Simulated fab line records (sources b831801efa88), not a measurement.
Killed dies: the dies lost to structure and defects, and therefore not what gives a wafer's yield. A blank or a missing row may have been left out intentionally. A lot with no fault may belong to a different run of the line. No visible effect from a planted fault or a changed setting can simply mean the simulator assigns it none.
Which tool was responsible?	flow sky130	Sampling: 14 lots, 40 wafers, 4 of 708 route steps

WHAT EACH GAUGE READ, for each wafer
SKY_VT_ADJUST_HVTP_CD_MEAS_07: the cd target is 380 nm. Usual: cdNm 380.5 nm, standard deviation 2.5.
lot	measured	on	cdNm (nm)	flag
L196	day 6 05:05	cdSem-01	375.0 377.7 379.2	
L198	day 6 15:10	cdSem-01	380.8 381.5 379.8	
L199	day 6 21:26	cdSem-02	387.3 385.5 382.6	
L200	day 7 05:17	cdSem-01	382.2 382.3 380.3	
L202	day 7 22:32	cdSem-01	384.9 383.3 384.3	
L203	day 8 03:52	cdSem-01	382.3 380.7 377.6	
L204	day 8 08:37	cdSem-02	381.0 380.3 382.1	
L206	day 8 21:58	cdSem-01	378.3 378.3 380.2	
L208	day 9 10:55	cdSem-02	383.2 381.4	
L209	day 9 12:49	cdSem-01	383.4 383.4 383.6	
L213	day 10 15:27	cdSem-02	381.5 381.8	
L214	day 10 20:01	cdSem-02	377.6 378.1 377.8	
L215	day 11 03:14	cdSem-01	382.4 380.9 381.1	
L217	day 11 16:41	cdSem-02	378.2 379.5 379.6	

SKY_VT_ADJUST_LVTN_TW_MEAS_10. Usual: VT_ADJUST_LVTN_TW gives 240.0 (standard deviation 0.89).
lot	measured	on	VT_ADJUST_LVTN_TW	flag
L196	day 7 01:28	filmMetro-04	240.4 241.9 242.2	
L198	day 7 11:17	filmMetro-03	240.0 241.6 240.3	
L199	day 7 17:27	filmMetro-03	239.5 241.0 240.9	
L200	day 8 01:54	filmMetro-03	239.6 240.2 239.3	
L202	day 8 20:24	filmMetro-03	240.8 240.2 240.4	
L203	day 9 01:57	filmMetro-02	241.2 240.3 239.6	
L204	day 9 06:30	filmMetro-03	240.0 239.8 239.6	
L206	day 9 19:52	filmMetro-02	240.9 240.7 240.5	
L208	day 10 09:46	filmMetro-04	239.4 240.1	
L209	day 10 11:33	filmMetro-02	239.7 241.5 240.7	
L213	day 11 14:22	filmMetro-02	239.6 239.2	
L214	day 11 18:58	filmMetro-03	239.6 239.5 239.8	
L215	day 12 03:07	filmMetro-04	240.6 240.7 240.6	
L217	day 12 17:06	filmMetro-04	239.8 240.4 240.1	

EACH LOT AND THE TOOL THAT RAN IT (in order: tool; ch and the chambers of the sampled wafers; start)
lot	SKY_FIELD_ISO_WET_ETCH_28	SKY_PWDE_STRIP_09
L196	wetBench-01 ch 1, day 2 11:50	plasmaAsher-04 ch 0,1, day 3 23:17
L198	wetBench-03 ch 2, day 2 22:09	plasmaAsher-02 ch 0,1, day 4 08:32
L199	wetBench-03 ch 1, day 3 03:08	plasmaAsher-02 ch 0, day 4 13:20
L200	wetBench-03 ch 3, day 3 09:01	plasmaAsher-01 ch 0,1, day 4 19:42
L202	wetBench-04 ch 3, day 3 19:50	plasmaAsher-01 ch 0,1, day 5 11:35
L203	wetBench-03 ch 1, day 4 02:36	plasmaAsher-02 ch 0,1, day 5 17:29
L204	wetBench-04 ch 3, day 4 07:17	plasmaAsher-02 ch 0,1, day 5 20:32
L206	wetBench-01 ch 3, day 4 14:11	plasmaAsher-04 ch 0, day 6 08:53
L208	wetBench-01 ch 0, day 5 03:51	plasmaAsher-02 ch 0,1, day 6 20:44
L209	wetBench-01 ch 1, day 5 05:31	plasmaAsher-04 ch 0,1, day 6 21:59
L213	wetBench-03 ch 0, day 6 02:41	plasmaAsher-02 ch 0, day 7 20:47
L214	wetBench-03 ch 2, day 6 06:45	plasmaAsher-04 ch 0,1, day 8 00:16
L215	wetBench-03 ch 1, day 6 12:57	plasmaAsher-02 ch 0,1, day 8 07:20
L217	wetBench-01 ch 3, day 6 23:56	plasmaAsher-04 ch 0,1, day 8 19:47
- SKY_FIELD_ISO_WET_ETCH_28: etches SiO2 in dHF, target depth 23.7 nm, time 47 s.
- SKY_PWDE_STRIP_09: strips in O2/N2.

AS READ BY THE TOOLS THEMSELVES (means over the sampled wafers that have a number; for cases with no such wafer, the mark the record gives instead)
SKY_FIELD_ISO_WET_ETCH_28. Usual: runLengthS 77 s, standard deviation 3.3.
lot	tool	runLengthS (s)	flag
L196	wetBench-01	79	
L198	wetBench-03	73	
L199	wetBench-03	74	
L200	wetBench-03	72	
L202	wetBench-04	79	
L203	wetBench-03	74	
L204	wetBench-04	79	
L206	wetBench-01	79	
L208	wetBench-01	81	
L209	wetBench-01	80	
L213	wetBench-03	74	
L214	wetBench-03	40	OFF
L215	wetBench-03	40	OFF
L217	wetBench-01	79	

SKY_PWDE_STRIP_09. Usual: chamberPressureMTorr 1500.0 mTorr, standard deviation 1.3; drypumpMotorCurrentA 6.00 A, standard deviation 0.27; oesProductAu 0.722 a.u., standard deviation 0.0043; stripTimeToEndpointS 36.86 s, standard deviation 0.12.
lot	tool	chamberPressureMTorr (mTorr)	drypumpMotorCurrentA (A)	oesProductAu (a.u.)	stripTimeToEndpointS (s)	flag
L196	plasmaAsher-04	1501.2	6.27	0.723	36.86	
L198	plasmaAsher-02	1499.7	6.08	0.721	36.83	
L199	plasmaAsher-02	1500.1	5.72	0.723	36.78	
L200	plasmaAsher-01	1500.3	5.77	0.720	37.00	
L202	plasmaAsher-01	1499.5	5.77	0.725	36.71	
L203	plasmaAsher-02	1499.1	6.07	0.724	36.96	
L204	plasmaAsher-02	1499.8	6.08	0.721	36.76	
L206	plasmaAsher-04	1500.1	5.93	0.724	36.97	
L208	plasmaAsher-02	1499.7	5.98	0.718	36.80	
L209	plasmaAsher-04	1499.4	6.28	0.717	36.95	
L213	plasmaAsher-02	1501.1	5.73	0.728	36.86	
L214	plasmaAsher-04	1499.3	6.08	0.722	36.76	
L215	plasmaAsher-02	1499.8	6.08	0.719	36.93	
L217	plasmaAsher-04	1498.8	6.28	0.720	36.92	

THE ANSWER, worked out from the rows above alone
Rule: take the mean of a lot's wafers that have a number; if it is more than 3 standard deviations from the usual mean, the lot is off. A lot without any number at a reading at which 4 lots or more have one is off too. All remaining lots with rows at the step are treated as sound. Order of review: gauges by route order, followed by the tools' own readings, for which a lot's mean as printed above is used. The first step at which some lot is off is used, and at that step the reading that is off furthest; a lot without a number counts as furthest.
Off: L214, L215, at SKY_FIELD_ISO_WET_ETCH_28 (runLengthS).
A tool fits if, at that step or a process step before it, it ran every lot that is off, and no sound lot after the first of them. One fits: SKY_FIELD_ISO_WET_ETCH_28 on wetBench-03. A fault onset in the window from L213 (day 6 02:41, its last sound lot) to L214 (day 6 06:45, its first lot off) fits.
The tool's own readings at SKY_FIELD_ISO_WET_ETCH_28 bear it out: on the lots that are off they differ by more than 5 times the standard deviation of the sound lots' means. runLengthS reads 40 s there against 77 s on the sound lots.

WHAT HAD BEEN PUT IN BY THE SIMULATOR
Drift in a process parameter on wetBench-03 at SKY_FIELD_ISO_WET_ETCH_28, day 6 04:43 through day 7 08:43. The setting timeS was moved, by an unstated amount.
Struck lots among those shown: L214, L215. This agrees with what the rule above found.
